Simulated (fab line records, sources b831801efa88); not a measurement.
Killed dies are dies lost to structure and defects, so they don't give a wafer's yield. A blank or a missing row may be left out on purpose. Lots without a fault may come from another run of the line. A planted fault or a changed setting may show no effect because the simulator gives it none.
Tool commonality check | flow sky130 | 13 lots, 39 wafers sampled

WHY IT WAS OPENED
At SKY_SONOS_ONO_THK_MEAS_01 the reading SONOS_ONO_OXIDATION_THK is flagged on 2 of 13 lots. Wafers without a fault read 2.61 nm, standard deviation 0.052.
Rule: a lot is flagged when every wafer of it that has a number lies more than 4 standard deviations from that mean, or none has a number. The other lots count as sound.

lot  | measured     | on            | SONOS_ONO_OXIDATION_THK (nm), wafer by wafer | flag
L573 | day 12 07:38 | film_metro-03 | 2.55 2.50 2.55                               |
L574 | day 12 14:31 | film_metro-03 | 2.60 2.61 2.58                               |
L575 | day 12 19:13 | film_metro-04 | 2.62 2.52 2.55                               |
L577 | day 13 22:35 | film_metro-04 | 2.64 2.64 2.64                               |
L578 | day 13 23:58 | film_metro-04 | 2.67 2.73 2.67                               |
L580 | day 14 11:15 | film_metro-03 | 2.63 2.56 2.66                               |
L585 | day 16 09:37 | film_metro-01 | 3.48 3.47 3.35                               | FLAGGED
L586 | day 16 12:59 | film_metro-03 | 3.44 3.39 3.42                               | FLAGGED
L588 | day 16 15:58 | film_metro-01 | 2.58 2.67 2.63                               |
L589 | day 17 00:43 | film_metro-03 | 2.69 2.64 2.71                               |
L590 | day 17 06:48 | film_metro-01 | 2.62 2.62 2.68                               |
L592 | day 18 00:32 | film_metro-01 | 2.68 2.70 2.66                               |
L593 | day 18 12:04 | film_metro-01 | 2.68 2.64 2.73                               |
The numbers of the flagged lots are 3.42 nm on average: +0.81 nm against the usual, or +16 standard deviations.

WHICH TOOL RAN EACH LOT
The record holds 1 process step before the reading, out of a route of 708 steps. In each cell: the tool, then ch and the chambers that the sampled wafers went through, then the start.
lot  | flag    | SKY_SONOS_ONO_OXIDATION_00
L573 |         | furnace-02 ch 0, day 12 06:16
L574 |         | furnace-02 ch 0, day 12 13:10
L575 |         | furnace-02 ch 0, day 12 17:52
L577 |         | furnace-01 ch 0, day 13 21:14
L578 |         | furnace-01 ch 0, day 13 22:35
L580 |         | furnace-02 ch 0, day 14 09:54
L585 | FLAGGED | furnace-01 ch 0, day 16 08:16
L586 | FLAGGED | furnace-01 ch 0, day 16 11:38
L588 |         | furnace-02 ch 0, day 16 14:37
L589 |         | furnace-02 ch 0, day 16 23:22
L590 |         | furnace-02 ch 0, day 17 05:28
L592 |         | furnace-02 ch 0, day 17 23:11
L593 |         | furnace-02 ch 0, day 18 10:43
What these steps do:
- SKY_SONOS_ONO_OXIDATION_00: stabilise 600 s, purge 300 s, target thk 2.6 nm.
- SKY_SONOS_ONO_THK_MEAS_01

FLAGGED OVER TOTAL, TOOL BY TOOL (the gauges that took the reading come last)
step                       | tool          | lots run | flagged | share of the flagged lots | sound lots run after its first flagged lot
SKY_SONOS_ONO_OXIDATION_00 | furnace-01    | 4        | 2       | all                       | 0
SKY_SONOS_ONO_OXIDATION_00 | furnace-02    | 9        | 0       | none                      | -
SKY_SONOS_ONO_THK_MEAS_01  | film_metro-01 | 5        | 1       | some                      | 4 (L588,L590,L592,L593)
SKY_SONOS_ONO_THK_MEAS_01  | film_metro-03 | 5        | 1       | some                      | 1 (L589)
SKY_SONOS_ONO_THK_MEAS_01  | film_metro-04 | 3        | 0       | none                      | -

WHAT THE TABLE ALLOWS
1 row of the table ran every flagged lot: furnace-01 at SKY_SONOS_ONO_OXIDATION_00.
- furnace-01 at SKY_SONOS_ONO_OXIDATION_00: 2 of its 4 lots flagged. Its last sound lot is L578 (day 13 22:35), its first flagged lot L585 (day 16 08:16): a fault that began between those two fits.
One tool is left: furnace-01 at SKY_SONOS_ONO_OXIDATION_00.

WHAT THE SIMULATOR HAD PUT IN
Process parameter drift: furnace-01, from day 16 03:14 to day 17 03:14, at SKY_SONOS_ONO_OXIDATION_00. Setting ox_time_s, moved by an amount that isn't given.
Lots struck among those shown: L585, L586. The rule above found the same.
